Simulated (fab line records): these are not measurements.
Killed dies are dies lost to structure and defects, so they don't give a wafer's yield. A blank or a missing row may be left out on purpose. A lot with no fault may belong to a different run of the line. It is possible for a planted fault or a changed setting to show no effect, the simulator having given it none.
The tool behind it: which one? | flow gf180mcu | 12 lots with 35 wafers sampled at 6 steps, on a route of 602 steps

WHAT EACH GAUGE READ, for each wafer
GF_PSD_RS_MEAS_14: uses a four-point probe to measure.
lot  | measured     | on           | NSD_RS (ohm/sq)
L118 | day 14 09:25 | filmMetro-02 | 46.41 46.45 46.47
L119 | day 14 19:30 | filmMetro-02 | 46.21 46.24 46.30
L121 | day 15 10:40 | filmMetro-01 | 46.38 46.36 46.51
L125 | day 16 23:57 | filmMetro-02 | 46.31 46.37
L126 | day 17 02:52 | filmMetro-01 | 46.43 46.49 46.36
L127 | day 17 07:27 | filmMetro-02 | 46.32 46.27 46.30
L129 | day 17 22:39 | filmMetro-01 | 41.06 41.01 40.99
L131 | day 18 19:13 | filmMetro-01 | 46.33 46.41 46.37
L132 | day 19 04:19 | filmMetro-04 | 46.30 46.31 46.44
L138 | day 21 04:06 | filmMetro-02 | 40.92 40.99 40.76
L140 | day 22 00:55 | filmMetro-04 | 46.18 46.18 46.31
L141 | day 22 07:29 | filmMetro-01 | 46.57 46.36 46.41

GF_CONTACT_RS_MEAS_25: uses a four-point probe to measure.
lot  | measured     | on           | CONTACT_W_RS (ohm/sq)
L118 | day 16 07:35 | filmMetro-01 | 0.388 0.387 0.386
L119 | day 16 17:49 | filmMetro-01 | 0.381 0.381 0.381
L121 | day 17 10:00 | filmMetro-01 | 0.384 0.384 0.386
L125 | day 19 02:36 | filmMetro-04 | 0.386 0.383
L126 | day 19 05:25 | filmMetro-03 | 0.382 0.384 0.381
L127 | day 19 09:05 | filmMetro-04 | 0.389 0.396 0.392
L129 | day 20 01:43 | filmMetro-04 | 0.384 0.395 0.385
L131 | day 20 22:48 | filmMetro-03 | 0.384 0.389 0.386
L132 | day 21 07:04 | filmMetro-01 | 0.382 0.382 0.386
L138 | day 23 05:01 | filmMetro-03 | 0.386 0.386 0.382
L140 | day 24 01:50 | filmMetro-01 | 0.381 0.379 0.380
L141 | day 24 07:01 | filmMetro-03 | 0.381 0.381 0.389

GF_V2_THK_MEAS_01.
lot  | measured     | on           | V2_CVD_00_THK (nm)
L118 | day 19 11:06 | filmMetro-04 | 608 597 599
L119 | day 19 22:02 | filmMetro-01 | 602 601 605
L121 | day 20 15:39 | filmMetro-03 | 600 590 592
L125 | day 22 07:56 | filmMetro-01 | 599 584
L126 | day 22 10:25 | filmMetro-01 | 600 583 601
L127 | day 22 12:47 | filmMetro-03 | 597 593 597
L129 | day 23 04:32 | filmMetro-03 | 584 597 596
L131 | day 24 00:10 | filmMetro-03 | 604 587 609
L132 | day 24 09:25 | filmMetro-01 | 605 600 607
L138 | day 26 03:13 | filmMetro-01 | 597 596 591
L140 | day 26 22:31 | filmMetro-03 | 596 596 590
L141 | day 27 02:55 | filmMetro-03 | 607 609 597

TOOL THAT RAN EACH LOT (tool first, then ch and the chambers of the sampled wafers, then the start)
lot  | GF_NSD_IMPLANT_10               | GF_NSD_STRIP_11                     | GF_PSD_RTA_13
L118 | implanter-04 ch 0, day 13 13:01 | plasmaAsher-03 ch 0,1, day 13 13:09 | rtpAnneal-01 ch 0, day 14 09:19
L119 | implanter-02 ch 0, day 13 21:51 | plasmaAsher-04 ch 0,1, day 13 22:09 | rtpAnneal-02 ch 0, day 14 19:25
L121 | implanter-04 ch 0, day 14 12:43 | plasmaAsher-04 ch 0,1, day 14 12:51 | rtpAnneal-02 ch 0, day 15 10:35
L125 | implanter-02 ch 0, day 16 01:01 | plasmaAsher-02 ch 0,1, day 16 01:10 | rtpAnneal-01 ch 0, day 16 23:52
L126 | implanter-01 ch 0, day 16 03:53 | plasmaAsher-02 ch 0,1, day 16 04:02 | rtpAnneal-01 ch 0, day 17 02:46
L127 | implanter-01 ch 0, day 16 07:58 | plasmaAsher-03 ch 0,1, day 16 08:07 | rtpAnneal-01 ch 0, day 17 07:22
L129 | implanter-04 ch 0, day 16 23:13 | plasmaAsher-02 ch 0,1, day 16 23:55 | rtpAnneal-01 ch 0, day 17 22:34
L131 | implanter-02 ch 0, day 17 17:58 | plasmaAsher-03 ch 0,1, day 17 18:05 | rtpAnneal-01 ch 0, day 18 19:08
L132 | implanter-02 ch 0, day 18 03:17 | plasmaAsher-04 ch 0,1, day 18 03:25 | rtpAnneal-01 ch 0, day 19 04:13
L138 | implanter-02 ch 0, day 20 03:25 | plasmaAsher-03 ch 0,1, day 20 03:53 | rtpAnneal-02 ch 0, day 21 04:01
L140 | implanter-01 ch 0, day 21 00:37 | plasmaAsher-03 ch 0,1, day 21 00:44 | rtpAnneal-02 ch 0, day 22 00:50
L141 | implanter-01 ch 0, day 21 07:10 | plasmaAsher-03 ch 0,1, day 21 07:17 | rtpAnneal-01 ch 0, day 22 07:23
- GF_NSD_IMPLANT_10
- GF_NSD_STRIP_11: strips in O2/N2.
- GF_PSD_RTA_13: time 20 s.

WHAT THE TOOLS THEMSELVES READ (means of the sampled wafers that have a number; where no wafer has one, the mark that the record gives instead)
GF_NSD_IMPLANT_10.
lot  | tool         | faradayCurrentUA
L118 | implanter-04 | 2807
L119 | implanter-02 | 2740
L121 | implanter-04 | 2842
L125 | implanter-02 | 2795
L126 | implanter-01 | 2777
L127 | implanter-01 | 2804
L129 | implanter-04 | 2788
L131 | implanter-02 | 2812
L132 | implanter-02 | 2780
L138 | implanter-02 | 2804
L140 | implanter-01 | 2804
L141 | implanter-01 | 2866

GF_NSD_STRIP_11.
lot  | tool           | drypumpMotorCurrentA (A) | heaterPowerW (W) | oesProductAu (a.u.) | stripTimeToEndpointS (s)
L118 | plasmaAsher-03 | 5.9                      | 333              | 0.485               | 22.87
L119 | plasmaAsher-04 | 6.4                      | 331              | 0.487               | 22.91
L121 | plasmaAsher-04 | 6.4                      | 332              | 0.484               | 22.84
L125 | plasmaAsher-02 | 5.9                      | 338              | 0.485               | 22.86
L126 | plasmaAsher-02 | 5.7                      | 349              | 0.488               | 22.90
L127 | plasmaAsher-03 | 5.8                      | 339              | 0.480               | 22.90
L129 | plasmaAsher-02 | 5.7                      | 349              | 0.480               | 23.46
L131 | plasmaAsher-03 | 5.9                      | 326              | 0.490               | 22.84
L132 | plasmaAsher-04 | 6.4                      | 326              | 0.493               | 22.85
L138 | plasmaAsher-03 | 5.8                      | 328              | 0.482               | 23.43
L140 | plasmaAsher-03 | 5.9                      | 323              | 0.488               | 22.88
L141 | plasmaAsher-03 | 5.8                      | 327              | 0.488               | 22.88

GF_PSD_RTA_13.
lot  | tool         | annealTempCMax | lampPowerPct (%) | wafer_temp_C_max
L118 | rtpAnneal-01 | 1030.9         | 38.9             | 1028.7
L119 | rtpAnneal-02 | 1029.0         | 36.5             | 1031.4
L121 | rtpAnneal-02 | 1029.8         | 36.4             | 1031.9
L125 | rtpAnneal-01 | 1030.6         | 38.9             | 1028.1
L126 | rtpAnneal-01 | 1031.7         | 38.9             | 1028.6
L127 | rtpAnneal-01 | 1030.5         | 38.9             | 1028.0
L129 | rtpAnneal-01 | 1030.3         | 38.9             | 1028.4
L131 | rtpAnneal-01 | 1031.8         | 39.0             | 1028.1
L132 | rtpAnneal-01 | 1033.6         | 38.9             | 1029.1
L138 | rtpAnneal-02 | 1028.9         | 36.5             | 1033.4
L140 | rtpAnneal-02 | 1028.6         | 36.5             | 1031.3
L141 | rtpAnneal-01 | 1030.5         | 38.9             | 1029.1

THE ANSWER, worked out from the rows above alone
Rule: usual is defined by the lots themselves. The widest of any qualifying gaps counts: lots, ordered by their means at a reading, are off when they make up no more than a third of the lots, leave a main group of 4 or more, and stand apart from it by 3 or more times the standard deviation of that group's means. If all means in a main group match to the digits the tables above print for the reading, that group is not used. A lot without any number at a reading at which 4 lots or more have one is off too. The other lots that the step has rows for count as sound. After the gauges, taken in route order, come the tools' own readings; for these a lot's mean is taken, as printed above. At the first step where some lot is off, the reading lying furthest off is the one used; lots without a number count as furthest.
Off: at GF_PSD_RS_MEAS_14 (NSD_RS), L129, L138. The main group: mean 46.36 ohm/sq, standard deviation 0.076.
A tool fits if, at a process step before that reading, it ran every lot that is off, and no sound lot after the first of them. The gauges at GF_PSD_RS_MEAS_14 aren't tried: what is off there is off at GF_NSD_STRIP_11 too, on other tools, and a gauge's error can't cause that. None of those tried fits.

WHAT THE SIMULATOR HAD PUT IN
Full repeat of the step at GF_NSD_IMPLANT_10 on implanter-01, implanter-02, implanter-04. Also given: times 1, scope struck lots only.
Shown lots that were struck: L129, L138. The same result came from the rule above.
